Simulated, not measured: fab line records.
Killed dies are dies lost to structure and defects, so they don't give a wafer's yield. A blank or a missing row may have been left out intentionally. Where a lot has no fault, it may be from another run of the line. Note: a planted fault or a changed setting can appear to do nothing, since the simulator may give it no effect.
Which tool is to blame?    flow gf180mcu    39 wafers from 13 lots sampled at 5 of the route's 602 steps

WHAT THE GAUGES READ, wafer by wafer
GF_VT_IMPLANT_TW_MEAS_21.
lot   measured      on             VT_IMPLANT_2_TW
L953  day 6 06:59   film metro-04  1205 1206 1207
L956  day 7 00:31   film metro-03  1206 1211 1206
L957  day 7 08:07   film metro-04  1203 1207 1201
L958  day 7 10:59   film metro-03  1221 1213 1218
L959  day 8 04:19   film metro-02  1205 1210 1207
L960  day 8 04:29   film metro-02  1209 1212 1209
L961  day 8 09:26   film metro-03  1216 1212 1207
L962  day 8 14:34   film metro-02  1211 1214 1208
L963  day 9 04:13   film metro-02  1222 1222 1224
L971  day 11 02:38  film metro-02  1221 1209 1219
L973  day 11 13:34  film metro-02  1223 1218 1223
L974  day 11 19:13  film metro-04  1200 1203 1203
L976  day 12 07:34  film metro-03  1208 1218 1208

GF_DUAL_GATE_THK_MEAS_03.
lot   measured      on             DUAL_GATE_OXIDATION_00_THK (nm)
L953  day 7 16:50   film metro-01  11.18 11.16 11.06
L956  day 8 12:22   film metro-03  10.90 11.13 10.95
L957  day 8 20:32   film metro-03  11.26 11.40 11.21
L958  day 8 22:37   film metro-01  10.88 10.97 11.08
L959  day 9 18:46   film metro-02  11.28 11.19 11.18
L960  day 9 18:46   film metro-03  11.20 11.12 11.08
L961  day 9 23:41   film metro-01  10.69 10.76 10.68
L962  day 10 03:10  film metro-03  12.72 12.51 12.69
L963  day 10 18:12  film metro-02  12.37 12.37 12.39
L971  day 12 21:53  film metro-03  10.79 10.65 10.75
L973  day 13 07:07  film metro-02  10.68 10.63 10.45
L974  day 13 11:59  film metro-03  10.78 10.81 10.83
L976  day 14 01:52  film metro-01  10.96 10.89 10.88

GF_DUAL_GATE_OVL_MEAS_11.
lot   measured      on          DUAL_GATE_OVL (nm)
L953  day 8 09:05   overlay-01  0.1 -0.2 -0.6
L956  day 9 05:26   overlay-01  -2.1 -0.3 -1.4
L957  day 9 13:26   overlay-01  0.6 -1.7 -1.0
L958  day 9 15:56   overlay-02  1.2 3.3 1.9
L959  day 10 12:35  overlay-01  -1.1 -1.8 -0.3
L960  day 10 12:17  overlay-02  2.2 3.7 2.1
L961  day 10 17:35  overlay-02  1.4 1.2 1.2
L962  day 10 21:34  overlay-01  -1.0 0.2 -1.2
L963  day 11 12:07  overlay-02  2.6 0.8 0.5
L971  day 13 17:11  overlay-01  0.8 0.5 1.1
L973  day 14 02:38  overlay-01  0.6 -0.1 -0.5
L974  day 14 07:54  overlay-02  -2.2 -1.7 -1.4
L976  day 14 22:34  overlay-02  -1.3 0.5 -2.7

EACH LOT AND THE TOOL THAT RAN IT (in order: tool; ch and the chambers of the sampled wafers; start)
lot   GF_VT_IMPLANT_STRIP_20                GF_DUAL_GATE_OXIDATION_02
L953  plasma asher-04 ch 0,1, day 6 06:53   furnace-01 ch 0, day 7 15:23
L956  plasma asher-03 ch 0,1, day 7 00:26   furnace-01 ch 0, day 8 10:54
L957  plasma asher-04 ch 0,1, day 7 08:01   furnace-02 ch 0, day 8 19:05
L958  plasma asher-03 ch 0,1, day 7 10:53   furnace-01 ch 0, day 8 21:11
L959  plasma asher-03 ch 0,1, day 8 04:13   furnace-02 ch 0, day 9 17:19
L960  plasma asher-01 ch 0,1, day 8 04:23   furnace-02 ch 0, day 9 17:19
L961  plasma asher-01 ch 1, day 8 09:20     furnace-01 ch 0, day 9 22:14
L962  plasma asher-04 ch 0,1, day 8 14:28   furnace-02 ch 0, day 10 01:43
L963  plasma asher-03 ch 0,1, day 9 04:07   furnace-02 ch 0, day 10 16:44
L971  plasma asher-03 ch 0,1, day 11 02:32  furnace-01 ch 0, day 12 20:27
L973  plasma asher-03 ch 0,1, day 11 13:28  furnace-02 ch 0, day 13 05:40
L974  plasma asher-03 ch 0,1, day 11 19:07  furnace-02 ch 0, day 13 10:32
L976  plasma asher-03 ch 0,1, day 12 07:28  furnace-01 ch 0, day 14 00:25
- GF_VT_IMPLANT_STRIP_20: strips in O2/N2.
- GF_DUAL_GATE_OXIDATION_02: stabilise 600 s, purge 300 s, target thk 10.887 nm.

AS READ BY THE TOOLS THEMSELVES (means over the sampled wafers that have a number; for cases with no such wafer, the mark the record gives instead)
GF_VT_IMPLANT_STRIP_20.
lot   tool             chamber pressure mTorr (mTorr)  drypump motor current A (A)  heater power w (W)  o2 flow sccm (sccm)  oes product au (a.u.)  strip time to endpoint s (s)
L953  plasma asher-04  1498.7                          5.8                          349                 3012                 0.719                  12.64
L956  plasma asher-03  1499.5                          5.7                          352                 2992                 0.716                  12.66
L957  plasma asher-04  1499.8                          5.8                          349                 3009                 0.719                  12.61
L958  plasma asher-03  1499.4                          5.7                          343                 3008                 0.717                  12.62
L959  plasma asher-03  1498.6                          5.7                          361                 3000                 0.717                  12.60
L960  plasma asher-01  1498.5                          5.7                          303                 2997                 0.715                  12.66
L961  plasma asher-01  1500.4                          4.9                          286                 3001                 0.716                  12.64
L962  plasma asher-04  1501.7                          5.8                          355                 2999                 0.720                  12.61
L963  plasma asher-03  1499.1                          5.7                          339                 3003                 0.719                  12.63
L971  plasma asher-03  1499.4                          5.7                          344                 3005                 0.715                  12.69
L973  plasma asher-03  1500.6                          5.7                          361                 3002                 0.716                  12.57
L974  plasma asher-03  1500.4                          5.7                          346                 3005                 0.716                  12.60
L976  plasma asher-03  1499.9                          5.7                          343                 3007                 0.717                  12.63

GF_DUAL_GATE_OXIDATION_02.
lot   tool        zone power centre pct (%)
L953  furnace-01  20.8
L956  furnace-01  20.8
L957  furnace-02  15.7
L958  furnace-01  20.9
L959  furnace-02  15.9
L960  furnace-02  15.7
L961  furnace-01  20.9
L962  furnace-02  15.9
L963  furnace-02  15.9
L971  furnace-01  20.8
L973  furnace-02  15.9
L974  furnace-02  15.9
L976  furnace-01  21.0

THE ANSWER, worked out from the rows above alone
Rule: the lots themselves supply what counts as usual. Put in order of their means at a reading, lots are off if they are a third of the lots or fewer, leave a main group of 4 or more, and stand apart from it by a gap of 3 or more times the standard deviation of the main group's means; of several such gaps the widest counts. A main group is skipped when, at the precision printed for the reading in the tables above, its means are all equal. Also off: a lot with no number at a reading for which 4 or more lots have one. All remaining lots with rows at the step are treated as sound. Order of review: gauges by route order, followed by the tools' own readings, for which a lot's mean as printed above is used. At the first step where some lot is off, the reading lying furthest off is the one used; lots without a number count as furthest.
Off: at GF_DUAL_GATE_THK_MEAS_03 (DUAL_GATE_OXIDATION_00_THK), L962, L963. For the main group the mean is 10.95 nm and the standard deviation 0.22.
A tool fits if, at a process step before that reading, it ran every lot that is off, and no sound lot after the first of them. Those tools and the gauges at GF_DUAL_GATE_THK_MEAS_03 are tried in the same way. Of those tried, none fits.

WHAT THE SIMULATOR HAD INSERTED
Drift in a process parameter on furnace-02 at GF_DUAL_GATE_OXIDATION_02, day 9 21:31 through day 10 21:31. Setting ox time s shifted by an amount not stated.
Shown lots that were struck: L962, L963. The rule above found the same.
